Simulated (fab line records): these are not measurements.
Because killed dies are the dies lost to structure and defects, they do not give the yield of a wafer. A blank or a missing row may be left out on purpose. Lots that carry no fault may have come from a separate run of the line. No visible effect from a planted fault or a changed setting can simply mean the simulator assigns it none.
fab line records ; flow sky130
record lots=15; wafers=45; lastDay=50
route steps=708 shown METAL1@452 VIA1@467 METAL2@483
lots that met no fault: taken from a fault-free run of the same line
startH: the number of hours between the record's first day and the start of the first shown wafer of the lot ; waitH: hours since the lot's step before ; " repeats the value in the row above ; L1.1+2: a row that stands for several wafers ; - no value, or no start given ; * or withheld: withheld ; < > ~ a bound
route shown NAME@n: names a module that has steps shown in the file, with the first one's number in the route ; usual: average and standard deviation across the fault-free wafers ; same: alike in all rows ; chamber/n: place in a boat ; sites: per-site readings ; _std_site: how widely they spread, as a standard deviation ; _edge_site: the outer-site mean with the inner-site mean subtracted ; radiusMm: how far each site lies from the wafer's centre ; mask NAME#n: copy n ; behind: the tool/chamber that last shaped the wafer ; hold: what put the lot on hold/how long, in hours/how the hold closed ; device: transistor that didn't switch, given as n, p or np ; end of line: at the end of the route, the tests of the same wafers ; step lacking rows: just its recipe ; killed: dies that structure and defects cost at the first sort, which is not the same as the wafer's yield ; map: dies across one wafer; x = killed, . = not, _ = none there
set.NAME: the run value of the setting; set.NAME@STEP: its run value at that earlier step ; model.NAME: the simulator's own value behind a step, which no gauge read
one table for each step of the route and one row for each wafer, over a sample of lots
services: when a tool's chamber went out of use (startH, in hours from the record's first day, below 0 if earlier), for how many hours, and the reason
## steps
# step SKY_METAL1_ETCH_18
# recipe chemistry=N2/H2; target=BARC; ionEnergyEv=200; biasW=100; pressureMtorr=30; n2FlowSccm=100; h2FlowSccm=200; icpW=500; stopOn=SiO2; timeS=45.9; targetDepthA=600
# usual drypumpMotorCurrentA=5.7/0.69; oesProductAu=0.854/0.0043; rfFwdPowerW=494.3/2.4; throttleValvePct=13.225/0.008
# same timeS=45.9
lot.wafer;tool;chamber;startH;waitH;drypumpMotorCurrentA;oesProductAu;rfFwdPowerW;rfHoursCounterH;throttleValvePct
L695.2;rieMetal-01;0;761.27;0.0;5.3;0.852;493.9;2;13.225
L695.4;rieMetal-01;0;761.27;0.0;5.3;0.855;494.2;-;13.204
L695.5;rieMetal-01;0;761.27;0.0;5.3;0.853;493.5;-;13.230
L696.1;rieMetal-04;0;777.40;0.0;5.5;0.852;497.3;9;13.229
L696.4;rieMetal-04;0;777.40;0.0;5.5;0.850;495.7;-;13.230
L696.6;rieMetal-04;1;777.40;0.0;6.8;0.855;494.6;-;13.215
L697.3;rieMetal-01;0;782.89;0.0;5.3;0.856;494.7;-;13.228
L697.4;rieMetal-01;1;782.89;0.0;4.9;0.856;495.4;-;13.218
L697.5;rieMetal-01;0;782.89;0.0;5.3;0.852;493.5;-;13.224
L698.1;rieMetal-03;1;793.48;0.0;5.8;0.856;493.9;2;13.231
L698.4;rieMetal-03;1;793.48;0.0;5.8;0.861;491.7;-;13.233
L698.5;rieMetal-03;1;793.48;0.0;5.8;0.851;490.9;-;13.220
L699.4;rieMetal-04;1;808.79;0.0;6.8;0.862;494.2;-;13.215
L699.5;rieMetal-04;0;808.79;0.0;5.5;0.850;496.1;-;13.230
L699.6;rieMetal-04;1;808.79;0.0;6.8;0.857;496.4;-;13.222
L700.2;rieMetal-01;1;816.84;0.0;4.9;0.854;496.6;9;13.208
L700.4;rieMetal-01;0;816.84;0.0;5.3;0.846;492.6;-;13.224
L700.6;rieMetal-01;0;816.84;0.0;5.3;0.857;493.8;-;13.233
L703.1;rieMetal-04;0;834.42;0.0;5.5;0.853;496.8;11;13.233
L703.3;rieMetal-04;1;834.42;0.0;6.8;0.850;494.1;-;13.220
L703.5;rieMetal-04;1;834.42;0.0;6.8;0.853;494.5;-;13.227
L707.1;rieMetal-04;0;865.05;0.0;5.5;0.857;497.4;12;13.214
L707.4;rieMetal-04;0;865.05;0.0;5.5;0.845;498.0;-;13.219
L707.6;rieMetal-04;0;865.05;0.0;5.5;0.861;500.1;-;13.226
L708.1;rieMetal-03;1;871.22;0.0;5.8;0.849;493.2;5;13.219
L708.2;rieMetal-03;0;871.22;0.0;5.0;0.858;491.8;2;13.234
L708.4;rieMetal-03;1;871.22;0.0;5.8;0.856;494.3;-;13.225
L709.2;rieMetal-03;1;876.52;0.0;5.8;0.856;495.7;6;13.232
L709.4;rieMetal-03;0;876.52;0.0;5.0;0.854;491.5;-;13.228
L709.5;rieMetal-03;1;876.52;0.0;5.8;0.849;497.6;-;13.227
L710.3;rieMetal-03;1;883.44;0.0;5.8;0.851;491.6;-;13.234
L710.5;rieMetal-03;1;883.44;0.0;5.8;0.852;493.6;-;13.234
L710.6;rieMetal-03;0;883.44;0.0;5.0;0.852;489.1;-;13.224
L712.2;rieMetal-04;1;894.30;0.0;6.8;0.862;494.0;11;13.231
L712.3;rieMetal-04;0;894.30;0.0;5.5;0.848;497.1;-;13.232
L712.6;rieMetal-04;0;894.30;0.0;5.5;0.854;498.4;-;13.222
L714.1;rieMetal-04;0;909.74;0.0;5.5;0.852;498.8;14;13.217
L714.3;rieMetal-04;0;909.74;0.0;5.5;0.860;499.3;-;13.231
L714.5;rieMetal-04;1;909.74;0.0;6.8;0.855;492.5;-;13.223
L716.2;rieMetal-04;1;926.60;0.0;6.8;0.849;495.0;12;13.236
L716.3;rieMetal-04;1;926.60;0.0;6.8;0.860;494.1;-;13.232
L716.6;rieMetal-04;1;926.60;0.0;6.8;0.855;495.3;-;13.229
L718.4;rieMetal-04;1;934.92;0.0;6.8;0.861;494.5;-;13.230
L718.5;rieMetal-04;1;934.92;0.0;6.8;0.853;496.1;-;13.226
L718.6;rieMetal-04;0;934.92;0.0;5.5;0.857;496.7;-;13.228
# step SKY_VIA1_EXPOSE_09
# recipe maskId=VIM; na=0.8; sourceShape=annular; sigmaInner=0.55; sigmaOuter=0.85; targetCdNm=150; doseMj=38
# usual exposureDoseMJCm2=37.99/0.033; focusOffsetNm=0.0/0.53
lot.wafer;tool;chamber;startH;waitH;mask;exposureDoseMJCm2;focusOffsetNm
L695.2;krfScanner-02;0;776.49;-;VIM#0;37.99;-0.4
L695.4;krfScanner-02;0;776.49;-;VIM#0;38.03;-0.3
L695.5;krfScanner-02;0;776.49;-;VIM#0;37.98;-0.6
L696.1;krfScanner-02;0;791.70;-;VIM#0;38.01;0.0
L696.4;krfScanner-02;0;791.70;-;VIM#0;38.06;0.4
L696.6;krfScanner-02;0;791.70;-;VIM#0;38.00;-0.8
L697.3;krfScanner-01;0;797.97;-;VIM#0;38.00;0.5
L697.4;krfScanner-01;0;797.97;-;VIM#0;38.03;0.0
L697.5;krfScanner-01;0;797.97;-;VIM#0;38.01;1.1
L698.1;krfScanner-01;0;808.96;-;VIM#0;37.98;-0.5
L698.4;krfScanner-01;0;808.96;-;VIM#0;37.98;0.3
L698.5;krfScanner-01;0;808.96;-;VIM#0;38.03;0.1
L699.4;krfScanner-02;0;822.84;-;VIM#0;38.01;1.3
L699.5;krfScanner-02;0;822.84;-;VIM#0;38.02;0.5
L699.6;krfScanner-02;0;822.84;-;VIM#0;37.98;-0.3
L700.2;krfScanner-02;0;831.90;-;VIM#0;37.98;0.4
L700.4;krfScanner-02;0;831.90;-;VIM#0;38.03;-0.1
L700.6;krfScanner-02;0;831.90;-;VIM#0;38.00;-0.5
L703.1;krfScanner-01;0;849.01;-;VIM#0;38.01;-0.5
L703.3;krfScanner-01;0;849.01;-;VIM#0;37.98;0.9
L703.5;krfScanner-01;0;849.01;-;VIM#0;37.96;0.0
L707.1;krfScanner-01;-;879.71;-;VIM#0;-;-
L707.4;krfScanner-01;-;879.71;-;VIM#0;-;-
L707.6;krfScanner-01;-;879.71;-;VIM#0;-;-
L708.1;krfScanner-02;-;885.13;-;VIM#0;-;-
L708.2;krfScanner-02;-;885.13;-;VIM#0;-;-
L708.4;krfScanner-02;-;885.13;-;VIM#0;-;-
L709.2;krfScanner-02;-;891.28;-;VIM#0;-;-
L709.4;krfScanner-02;-;891.28;-;VIM#0;-;-
L709.5;krfScanner-02;-;891.28;-;VIM#0;-;-
L710.3;krfScanner-01;0;898.22;-;VIM#0;38.06;0.8
L710.5;krfScanner-01;0;898.22;-;VIM#0;38.01;0.5
L710.6;krfScanner-01;0;898.22;-;VIM#0;38.04;0.4
L712.2;krfScanner-01;0;908.13;-;VIM#0;38.03;0.0
L712.3;krfScanner-01;0;908.13;-;VIM#0;38.02;0.2
L712.6;krfScanner-01;0;908.13;-;VIM#0;37.98;-0.8
L714.1;krfScanner-02;0;923.76;-;VIM#0;38.05;0.3
L714.3;krfScanner-02;0;923.76;-;VIM#0;37.96;0.5
L714.5;krfScanner-02;0;923.76;-;VIM#0;38.03;0.3
L716.2;krfScanner-02;0;940.32;-;VIM#0;37.95;-0.7
L716.3;krfScanner-02;0;940.32;-;VIM#0;37.91;-1.2
L716.6;krfScanner-02;0;940.32;-;VIM#0;37.95;-0.4
L718.4;krfScanner-01;0;948.79;-;VIM#0;38.02;0.2
L718.5;krfScanner-01;0;948.79;-;VIM#0;38.00;0.3
L718.6;krfScanner-01;0;948.79;-;VIM#0;37.99;-0.7
# step SKY_VIA1_SPUTTER_20
# recipe material=TiN; targetThkNm=20; chamberPressurePa=5; powerW=4000; timeS=80
# usual throttleValvePct=29.8/1.2
# same timeS=80
lot.wafer;tool;chamber;startH;waitH;throttleValvePct
L695.2;pvdSputter-03;-;790.43;0.0;29.0
L695.4;pvdSputter-03;-;790.43;0.0;28.5
L695.5;pvdSputter-03;-;790.43;0.0;31.9
L696.1;pvdSputter-03;-;805.95;0.0;29.1
L696.4;pvdSputter-03;-;805.95;0.0;29.0
L696.6;pvdSputter-03;-;805.95;0.0;31.8
L697.3;pvdSputter-03;-;812.10;0.0;28.4
L697.4;pvdSputter-03;-;812.10;0.0;29.1
L697.5;pvdSputter-03;-;812.10;0.0;28.7
L698.1;pvdSputter-04;-;822.29;0.0;31.8
L698.4;pvdSputter-04;-;822.29;0.0;29.9
L698.5;pvdSputter-04;-;822.29;0.0;29.6
L699.4;pvdSputter-03;-;837.02;0.0;28.9
L699.5;pvdSputter-03;-;837.02;0.0;28.7
L699.6;pvdSputter-03;-;837.02;0.0;31.9
L700.2;pvdSputter-03;-;845.68;0.0;28.9
L700.4;pvdSputter-03;-;845.68;0.0;29.1
L700.6;pvdSputter-03;-;845.68;0.0;28.8
L703.1;pvdSputter-03;-;863.37;0.0;29.0
L703.3;pvdSputter-03;-;863.37;0.0;28.5
L703.5;pvdSputter-03;-;863.37;0.0;28.9
L707.1;pvdSputter-01;-;893.24;0.0;30.5
L707.4;pvdSputter-01;-;893.24;0.0;28.1
L707.6;pvdSputter-01;-;893.24;0.0;30.2
L708.1;pvdSputter-03;-;898.71;0.0;31.9
L708.2;pvdSputter-03;-;898.71;0.0;29.1
L708.4;pvdSputter-03;-;898.71;0.0;28.6
L709.2;pvdSputter-01;-;904.65;0.0;30.4
L709.4;pvdSputter-01;-;904.65;0.0;30.1
L709.5;pvdSputter-01;-;904.65;0.0;30.5
L710.3;pvdSputter-01;-;910.74;0.0;30.3
L710.5;pvdSputter-01;-;910.74;0.0;30.2
L710.6;pvdSputter-01;-;910.74;0.0;30.2
L712.2;pvdSputter-04;-;921.01;0.0;29.8
L712.3;pvdSputter-04;-;921.01;0.0;29.7
L712.6;pvdSputter-04;-;921.01;0.0;29.8
L714.1;pvdSputter-04;-;936.62;0.0;29.8
L714.3;pvdSputter-04;-;936.62;0.0;31.6
L714.5;pvdSputter-04;-;936.62;0.0;29.5
L716.2;pvdSputter-01;-;953.43;0.0;30.1
L716.3;pvdSputter-01;-;953.43;0.0;30.3
L716.6;pvdSputter-01;-;953.43;0.0;29.0
L718.4;pvdSputter-01;-;961.87;0.0;30.2
L718.5;pvdSputter-01;-;961.87;0.0;28.9
L718.6;pvdSputter-01;-;961.87;0.0;30.3
# step SKY_METAL2_SPUTTER_00
# recipe material=Ti; targetThkNm=15; powerW=3000; timeS=10; chamberPressurePa=0.4
# usual throttleValvePct=29.6/0.81
# same timeS=10
lot.wafer;tool;chamber;startH;waitH;throttleValvePct
L695.2;pvdSputter-02;-;791.07;0.2;30.3
L695.4;pvdSputter-02;-;791.07;0.2;28.8
L695.5;pvdSputter-02;-;791.07;0.2;30.5
L696.1;pvdSputter-01;-;806.58;0.2;29.0
L696.4;pvdSputter-01;-;806.58;0.2;30.1
L696.6;pvdSputter-01;-;806.58;0.2;30.2
L697.3;pvdSputter-01;-;812.75;0.3;30.2
L697.4;pvdSputter-01;-;812.75;0.3;28.2
L697.5;pvdSputter-01;-;812.75;0.3;29.4
L698.1;pvdSputter-02;-;822.92;0.2;28.9
L698.4;pvdSputter-02;-;822.92;0.2;29.7
L698.5;pvdSputter-02;-;822.92;0.2;30.3
L699.4;pvdSputter-04;-;837.67;0.1;29.6
L699.5;pvdSputter-04;-;837.67;0.1;29.7
L699.6;pvdSputter-04;-;837.67;0.1;29.8
L700.2;pvdSputter-02;-;846.43;0.2;30.3
L700.4;pvdSputter-02;-;846.43;0.2;28.9
L700.6;pvdSputter-02;-;846.43;0.2;28.9
L703.1;pvdSputter-02;-;864.01;0.1;30.3
L703.3;pvdSputter-02;-;864.01;0.1;29.3
L703.5;pvdSputter-02;-;864.01;0.1;28.6
L710.3;pvdSputter-02;-;911.37;0.2;29.7
L710.5;pvdSputter-02;-;911.37;0.2;28.5
L710.6;pvdSputter-02;-;911.37;0.2;29.1
L712.2;pvdSputter-01;-;921.64;0.1;30.4
L712.3;pvdSputter-01;-;921.64;0.1;28.3
L712.6;pvdSputter-01;-;921.64;0.1;30.3
L714.1;pvdSputter-01;-;937.25;0.2;29.0
L714.3;pvdSputter-01;-;937.25;0.2;30.4
L714.5;pvdSputter-01;-;937.25;0.2;28.4
L716.2;pvdSputter-04;-;954.06;0.1;29.7
L716.3;pvdSputter-04;-;954.06;0.1;29.8
L716.6;pvdSputter-04;-;954.06;0.1;29.6
L718.4;pvdSputter-02;-;962.50;0.2;28.7
L718.5;pvdSputter-02;-;962.50;0.2;30.4
L718.6;pvdSputter-02;-;962.50;0.2;29.6
## services
tool;chamber;startH;hours;kind
krfScanner-02;-;746.88;0.3;repair
pvdSputter-01;-;747.25;1.6;repair
pvdSputter-02;-;747.59;4.1;repair
rieMetal-04;-;766.06;0.2;repair
krfScanner-02;-;768.71;0.8;pm
krfScanner-01;-;772.84;4.0;pm
krfScanner-02;-;777.58;1.3;pm
pvdSputter-04;-;793.10;5.7;repair
krfScanner-02;-;827.67;0.8;repair
krfScanner-01;-;831.41;1.0;pm
pvdSputter-01;-;836.52;16.7;repair
rieMetal-04;-;855.53;6.7;repair
pvdSputter-04;-;857.26;1.2;repair
pvdSputter-02;-;860.26;2.4;repair
krfScanner-02;-;865.10;1.0;pm
krfScanner-01;-;873.17;0.6;repair
rieMetal-03;-;873.94;1.0;repair
krfScanner-01;-;890.87;1.3;pm
krfScanner-01;-;904.79;0.8;pm
krfScanner-01;-;926.54;21.0;pm
krfScanner-02;-;947.57;0.8;pm
krfScanner-02;-;948.32;11.6;pm
krfScanner-01;-;952.95;0.6;repair
krfScanner-02;-;959.87;1.3;pm
## key
firstSign step=SKY_VIA1_EXPOSE_09; reading=toolRecord; direction=missing
effect none on later readings
metAt SKY_VIA1_EXPOSE_09
struckLots L707,L708,L709
laterRowsLeftOut L707.1,L707.4,L707.6,L708.1,L708.2,L708.4,L709.2,L709.4,L709.5
sortLeftOut L707.1,L707.4,L707.6,L708.1,L708.2,L708.4,L709.2,L709.4,L709.5
notActingAt SKY_METAL1_ETCH_18,SKY_VIA1_SPUTTER_20,SKY_METAL2_SPUTTER_00
onsetBetween 849.01 879.71
fault kind=skippedStepWhole; tool=krfScanner-01,krfScanner-02; chamber=-; onsetH=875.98; steps=SKY_VIA1_EXPOSE_09; scope=struckLotsOnly
# sortLeftOut: the simulated sort isn't trusted on such a fault, so these wafers' sort isn't shown, and their yield isn't known
# laterRowsLeftOut: the simulator's readings of these wafers behind a module that went badly wrong aren't trusted and aren't shown, but for the sort
